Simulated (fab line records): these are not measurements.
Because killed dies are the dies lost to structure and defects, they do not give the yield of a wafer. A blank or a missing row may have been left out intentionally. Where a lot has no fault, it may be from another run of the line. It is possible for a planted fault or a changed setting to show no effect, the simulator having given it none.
Which of the tools did it? / flow sky130 / 13 lots, 39 wafers sampled, at 3 steps of a route of 708

== WHAT THE GAUGES SHOWED, per wafer ==
SKY_FIELD_ISO_THK_MEAS_25.
lot=L614; measured=day 2 14:05; on=filmMetro-03; FIELD_ISO_CVD_24_THK (nm)=596 599 596
lot=L615; measured=day 2 22:45; on=filmMetro-03; FIELD_ISO_CVD_24_THK (nm)=595 595 595
lot=L616; measured=day 3 06:23; on=filmMetro-03; FIELD_ISO_CVD_24_THK (nm)=589 596 592
lot=L617; measured=day 3 06:23; on=filmMetro-04; FIELD_ISO_CVD_24_THK (nm)=589 587 586
lot=L618; measured=day 3 11:43; on=filmMetro-02; FIELD_ISO_CVD_24_THK (nm)=599 589 598
lot=L619; measured=day 3 21:41; on=filmMetro-02; FIELD_ISO_CVD_24_THK (nm)=597 600 594
lot=L621; measured=day 4 04:49; on=filmMetro-02; FIELD_ISO_CVD_24_THK (nm)=605 603 606
lot=L625; measured=day 5 00:36; on=filmMetro-04; FIELD_ISO_CVD_24_THK (nm)=590 583 593
lot=L624; measured=day 5 00:38; on=filmMetro-03; FIELD_ISO_CVD_24_THK (nm)=593 586 592
lot=L627; measured=day 5 09:59; on=filmMetro-04; FIELD_ISO_CVD_24_THK (nm)=597 595 596
lot=L628; measured=day 5 15:25; on=filmMetro-04; FIELD_ISO_CVD_24_THK (nm)=597 591 590
lot=L634; measured=day 6 22:47; on=filmMetro-04; FIELD_ISO_CVD_24_THK (nm)=607 603 599
lot=L636; measured=day 7 09:44; on=filmMetro-02; FIELD_ISO_CVD_24_THK (nm)=587 586 597

SKY_POLY_GATE_THK_MEAS_21.
lot=L614; measured=day 16 21:02; on=filmMetro-01; POLY_GATE_OXIDATION_THK (nm)=3.88 4.03 3.95
lot=L615; measured=day 17 18:33; on=filmMetro-03; POLY_GATE_OXIDATION_THK (nm)=3.99 4.04 3.98
lot=L616; measured=day 18 02:10; on=filmMetro-01; POLY_GATE_OXIDATION_THK (nm)=3.91 3.89 3.98
lot=L617; measured=day 17 18:32; on=filmMetro-01; POLY_GATE_OXIDATION_THK (nm)=3.95 3.98 3.97
lot=L618; measured=day 18 20:30; on=filmMetro-03; POLY_GATE_OXIDATION_THK (nm)=4.01 3.98 3.90
lot=L619; measured=day 19 11:11; on=filmMetro-03; POLY_GATE_OXIDATION_THK (nm)=3.92 4.03 3.89
lot=L621; measured=day 19 17:25; on=filmMetro-01; POLY_GATE_OXIDATION_THK (nm)=3.97 4.02 4.00
lot=L625; measured=day 22 08:20; on=filmMetro-02; POLY_GATE_OXIDATION_THK (nm)=4.19 4.22 4.16
lot=L624; measured=day 22 08:50; on=filmMetro-03; POLY_GATE_OXIDATION_THK (nm)=4.13 4.07 4.10
lot=L627; measured=day 22 09:35; on=filmMetro-03; POLY_GATE_OXIDATION_THK (nm)=3.96 3.96 3.95
lot=L628; measured=day 22 12:05; on=filmMetro-02; POLY_GATE_OXIDATION_THK (nm)=4.04 4.07 4.09
lot=L634; measured=day 23 23:59; on=filmMetro-02; POLY_GATE_OXIDATION_THK (nm)=4.07 4.06 4.06
lot=L636; measured=day 24 23:57; on=filmMetro-03; POLY_GATE_OXIDATION_THK (nm)=3.97 4.05 4.03

== TOOL THAT RAN EACH LOT (tool first, then ch and the chambers of the sampled wafers, then the start) ==
lot=L614; SKY_VT_ADJUST_PCH_STRIP_09=plasmaAsher-03 ch 0,1, day 10 18:49
lot=L615; SKY_VT_ADJUST_PCH_STRIP_09=plasmaAsher-02 ch 0,1, day 11 13:05
lot=L616; SKY_VT_ADJUST_PCH_STRIP_09=plasmaAsher-03 ch 0, day 11 17:04
lot=L617; SKY_VT_ADJUST_PCH_STRIP_09=plasmaAsher-03 ch 0, day 11 15:49
lot=L618; SKY_VT_ADJUST_PCH_STRIP_09=plasmaAsher-03 ch 0, day 12 09:04
lot=L619; SKY_VT_ADJUST_PCH_STRIP_09=plasmaAsher-02 ch 1, day 12 23:15
lot=L621; SKY_VT_ADJUST_PCH_STRIP_09=plasmaAsher-03 ch 0,1, day 13 06:12
lot=L625; SKY_VT_ADJUST_PCH_STRIP_09=plasmaAsher-01 ch 1, day 14 07:13
lot=L624; SKY_VT_ADJUST_PCH_STRIP_09=plasmaAsher-03 ch 0,1, day 14 08:31
lot=L627; SKY_VT_ADJUST_PCH_STRIP_09=plasmaAsher-01 ch 0,1, day 15 00:24
lot=L628; SKY_VT_ADJUST_PCH_STRIP_09=plasmaAsher-03 ch 0,1, day 15 05:34
lot=L634; SKY_VT_ADJUST_PCH_STRIP_09=plasmaAsher-01 ch 0,1, day 17 01:57
lot=L636; SKY_VT_ADJUST_PCH_STRIP_09=plasmaAsher-02 ch 0,1, day 18 03:06
- SKY_VT_ADJUST_PCH_STRIP_09: strips in O2/N2.

== AS READ BY THE TOOLS THEMSELVES (means over the sampled wafers that have a number; for cases with no such wafer, the mark the record gives instead) ==
SKY_VT_ADJUST_PCH_STRIP_09.
lot=L614; tool=plasmaAsher-03; drypumpMotorCurrentA (A)=5.5; oesProductAu (a.u.)=0.718; stripTimeToEndpointS (s)=36.81
lot=L615; tool=plasmaAsher-02; drypumpMotorCurrentA (A)=5.2; oesProductAu (a.u.)=0.720; stripTimeToEndpointS (s)=36.76
lot=L616; tool=plasmaAsher-03; drypumpMotorCurrentA (A)=5.3; oesProductAu (a.u.)=0.723; stripTimeToEndpointS (s)=36.86
lot=L617; tool=plasmaAsher-03; drypumpMotorCurrentA (A)=5.3; oesProductAu (a.u.)=0.723; stripTimeToEndpointS (s)=36.93
lot=L618; tool=plasmaAsher-03; drypumpMotorCurrentA (A)=5.3; oesProductAu (a.u.)=0.723; stripTimeToEndpointS (s)=37.03
lot=L619; tool=plasmaAsher-02; drypumpMotorCurrentA (A)=5.4; oesProductAu (a.u.)=0.721; stripTimeToEndpointS (s)=36.91
lot=L621; tool=plasmaAsher-03; drypumpMotorCurrentA (A)=5.5; oesProductAu (a.u.)=0.722; stripTimeToEndpointS (s)=36.84
lot=L625; tool=plasmaAsher-01; drypumpMotorCurrentA (A)=4.9; oesProductAu (a.u.)=0.720; stripTimeToEndpointS (s)=37.00
lot=L624; tool=plasmaAsher-03; drypumpMotorCurrentA (A)=5.5; oesProductAu (a.u.)=0.720; stripTimeToEndpointS (s)=37.09
lot=L627; tool=plasmaAsher-01; drypumpMotorCurrentA (A)=5.5; oesProductAu (a.u.)=0.719; stripTimeToEndpointS (s)=36.95
lot=L628; tool=plasmaAsher-03; drypumpMotorCurrentA (A)=5.5; oesProductAu (a.u.)=0.723; stripTimeToEndpointS (s)=36.79
lot=L634; tool=plasmaAsher-01; drypumpMotorCurrentA (A)=5.2; oesProductAu (a.u.)=0.727; stripTimeToEndpointS (s)=36.85
lot=L636; tool=plasmaAsher-02; drypumpMotorCurrentA (A)=5.2; oesProductAu (a.u.)=0.725; stripTimeToEndpointS (s)=36.99

== THE ANSWER, worked out from the rows above alone ==
Rule: the lots themselves supply what counts as usual. Put in order of their means at a reading, lots are off if they are a third of the lots or fewer, leave a main group of 4 or more, and stand apart from it by a gap of 3 or more times the standard deviation of the main group's means; of several such gaps the widest counts. If all means in a main group match to the digits the tables above print for the reading, that group is not used. A lot without any number at a reading at which 4 lots or more have one is off too. All remaining lots with rows at the step are treated as sound. The gauges are gone through in route order, then the tools' own readings, and for those a lot's mean is taken as printed above. The first step at which some lot is off is used, and at that step the reading that is off furthest; a lot without a number counts as furthest.
None of the lots is off at any reading shown; this tells nothing.

== WHAT HAD BEEN PUT IN BY THE SIMULATOR ==
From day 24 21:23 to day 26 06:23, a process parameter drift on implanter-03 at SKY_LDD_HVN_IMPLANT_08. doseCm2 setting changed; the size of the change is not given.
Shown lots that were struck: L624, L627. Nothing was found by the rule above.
